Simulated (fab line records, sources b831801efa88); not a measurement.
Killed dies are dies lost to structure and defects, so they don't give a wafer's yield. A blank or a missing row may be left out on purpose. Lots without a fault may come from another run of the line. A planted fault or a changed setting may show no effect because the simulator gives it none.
A struck lot beside a sound one | flow sky130 | 43 steps out of a route of 708
Sound: wafers L630.2, L630.4, L630.6. Struck: wafers L642.1, L642.2, L642.3. The cause comes at the end.
At each step with rows: each side's tool, then ch and its chambers, then its first start. Under that, the readings that differ: sound wafers | struck wafers | difference of the means | sigmas: that difference in standard deviations of wafers without a fault.
alike: readings whose means differ by less than 2 such deviations, and words and numbers that are the same on both sides. not compared: withheld readings, readings that some wafer has no value for, bounds like >300 that may hide the same value, and numbers for which the record gives no deviation and whose values overlap.
The two part at a step that has a row with sigmas, a row that says differs or no value, or rows on one side only. Numbers that don't overlap but have no deviation are shown without sigmas and don't part them. A reading that every wafer of one side lacks parts them only if that side has two wafers or more.

SKY_VIA4_THK_MEAS_01:
  sound on film_metro-03, day 43 14:52; struck on film_metro-01, day 46 20:41
  alike: VIA4_HDPCVD_THK
then, 1 step without rows for these wafers: SKY_VIA4_CMP_02 (polishes SiO2).
SKY_VIA4_BOW_MEAS_03:
  sound on film_metro-03, day 43 15:14; struck on film_metro-02, day 46 21:03
  alike: VIA4_BOW
then, 7 steps without rows for these wafers: SKY_VIA4_DEHYDRATE_04 (time 60 s); SKY_VIA4_HMDS_05 (prime time 60 s); SKY_VIA4_COAT_06 (resist thk 1140 nm); SKY_VIA4_SOFTBAKE_07 (time 60 s); SKY_VIA4_EXPOSE_08 (exposes mask VIM4, target cd 800 nm); SKY_VIA4_PEB_09; SKY_VIA4_DEVELOP_10 (develop time 60 s).
SKY_VIA4_OVL_MEAS_11:
  sound on overlay-01, day 44 13:28; struck on overlay-01, day 47 11:22
  alike: VIA4_OVL
then, 1 step without rows for these wafers: SKY_VIA4_ETCH_12 (etches SiO2 in C4F8/O2/Ar, stops on TiN, target depth 580 nm).
SKY_VIA4_STRIP_13: strips in O2/N2.
  sound on plasma_asher-03 ch 0,1, day 44 13:34; struck on plasma_asher-01 ch 0,1, day 47 11:29
  alike: drypump_motor_current_A, oes_product_au, strip_time_to_endpoint_s
  not compared: rf_hours_counter_h
then, 3 steps without rows for these wafers: SKY_VIA4_STRIP_14 (strips in post etch residue remover, time 1200 s); SKY_VIA4_CLEAN_15 (cleans in IPA, time 180 s); SKY_VIA4_CLEAN_16 (cleans in O3/DIW).
SKY_VIA4_SPUTTER_17: material TiN, target thk 20 nm, time 80 s.
  sound on pvd_sputter-02, day 44 14:09; struck on pvd_sputter-03, day 47 12:52
  alike: throttle_valve_pct
then, 1 step without rows for these wafers: SKY_VIA4_CVD_18 (deposits W, target thk 505 nm, time 152.14 s).
SKY_VIA4_RS_MEAS_19: measures by four-point-probe.
  sound on film_metro-02, day 44 14:23; struck on film_metro-01, day 47 13:13
  alike: VIA4_W_RS
SKY_VIA4_THK_MEAS_20: measures by xrf.
  sound on film_metro-02, day 44 14:29; struck on film_metro-01, day 47 13:20
  alike: VIA4_W_THK
then, 1 step without rows for these wafers: SKY_VIA4_CMP_21 (polishes, stops on SiO2, t overpolish 25 s, target thk 0 nm).
SKY_METAL5_SPUTTER_00: material Ti, target thk 15 nm, time 10 s.
  sound on pvd_sputter-01, day 44 14:58; struck on pvd_sputter-04, day 47 14:29
  alike: throttle_valve_pct
SKY_METAL5_SPUTTER_01: material TiN, target thk 20 nm, time 16.7 s.
  sound on pvd_sputter-01, day 44 15:00; struck on pvd_sputter-04, day 47 14:30
  alike: throttle_valve_pct
then, 2 steps without rows for these wafers: SKY_METAL5_SPUTTER_02 (material AlCu, target thk 1150 nm, time 61.2 s); SKY_METAL5_SPUTTER_03 (material Ti, target thk 5 nm, time 3.3 s).
SKY_METAL5_SPUTTER_04: material TiN, target thk 70 nm, time 58.3 s.
  sound on pvd_sputter-01, day 44 15:05; struck on pvd_sputter-04, day 47 14:36
  alike: throttle_valve_pct
SKY_METAL5_RS_MEAS_05: measures by four-point-probe.
  sound on film_metro-02, day 44 15:10; struck on film_metro-02, day 47 14:39
  alike: METAL5_ALCU_RS
SKY_METAL5_THK_MEAS_06: measures by xrf.
  sound on film_metro-02, day 44 15:16; struck on film_metro-02, day 47 14:46
  alike: METAL5_ALCU_THK
then, 8 steps without rows for these wafers: SKY_METAL5_DEHYDRATE_07 (time 60 s); SKY_METAL5_HMDS_08 (prime time 60 s); SKY_METAL5_COAT_09 (resist thk 1800 nm); SKY_METAL5_SOFTBAKE_10 (time 60 s); SKY_METAL5_EXPOSE_11 (exposes mask MM5, target cd 1600 nm); SKY_METAL5_PEB_12; SKY_METAL5_DEVELOP_13 (develop time 60 s); SKY_METAL5_DESCUM_14 (chemistry O2, time 11 s).
SKY_METAL5_METAL_ETCH_15: etches the open film in Cl2/BCl3, stops on SiO2, target depth 1260 nm, time 252 s.
  sound on rie_metal-04 ch 0,1, day 45 12:05; struck on rie_metal-03 ch 0,1, day 48 08:42
  alike: drypump_motor_current_A, mfc_cl2_sccm, oes_product_au, throttle_valve_pct
  not compared: rf_hours_counter_h
then, 5 steps without rows for these wafers: SKY_METAL5_STRIP_16 (strips in O2/N2); SKY_METAL5_STRIP_17 (strips in post etch residue remover, time 1200 s); SKY_METAL5_CLEAN_18 (cleans in IPA, time 180 s); SKY_METAL5_CLEAN_19 (cleans in O3/DIW); SKY_PASSIVATION_CVD_00 (deposits SiO2, target thk 90 nm).
SKY_PAD_OPEN_PROBE_99:
  sound on prober-02, day 47 08:59; struck on prober-02, day 49 23:56
  reading                               | sound              | struck            | difference | sigmas
  defect_limited_yield (%)              | 80.1 80.9 84.6     | 75.4 76.6 79.5    | -4.7       | -3
  killed_at_M4_up                       | 2 3 0              | 40 42 38          | +38        | +18
  killed_at_contacts                    | 32 22 23           | 12 19 14          | -11        | -2
  killed_dies                           | 98 94 76           | 121 115 101       | +23        | +3
  killed_open                           | 64 49 44           | 43 39 34          | -14        | -2
  sort_bin_3_pad_short (%)              | 0.8 0.8 0.4        | 3.0 3.5 2.4       | +2.3       | +5
  sort_n_pass                           | 394 398 416        | 371 377 391       | -23        | -3
  sort_yield_pct (%)                    | 80.1 80.9 84.6     | 75.4 76.6 79.5    | -4.7       | -3
  model.etest.tester.sort_n_pass        | 394 398 416        | 371 377 391       | -23        |
  model.etest.tester.sort_yield_pct (%) | 80.08 80.89 84.55  | 75.41 76.63 79.47 | -4.67      |
  model.etest.tester.sort_bin_3_pct (%) | 0.813 0.813 0.4065 | 3.049 3.455 2.439 | +2.303     |
  alike: killed_at_M0_to_M3, killed_at_front_end, killed_at_other, killed_short, sort_bin_5_function, sort_bin_6_memory
  not compared: model.etest.tester.sort_bin_5_pct

WHERE THEY PART
Only at SKY_PAD_OPEN_PROBE_99, within this record.

WHY: what the simulator had put in
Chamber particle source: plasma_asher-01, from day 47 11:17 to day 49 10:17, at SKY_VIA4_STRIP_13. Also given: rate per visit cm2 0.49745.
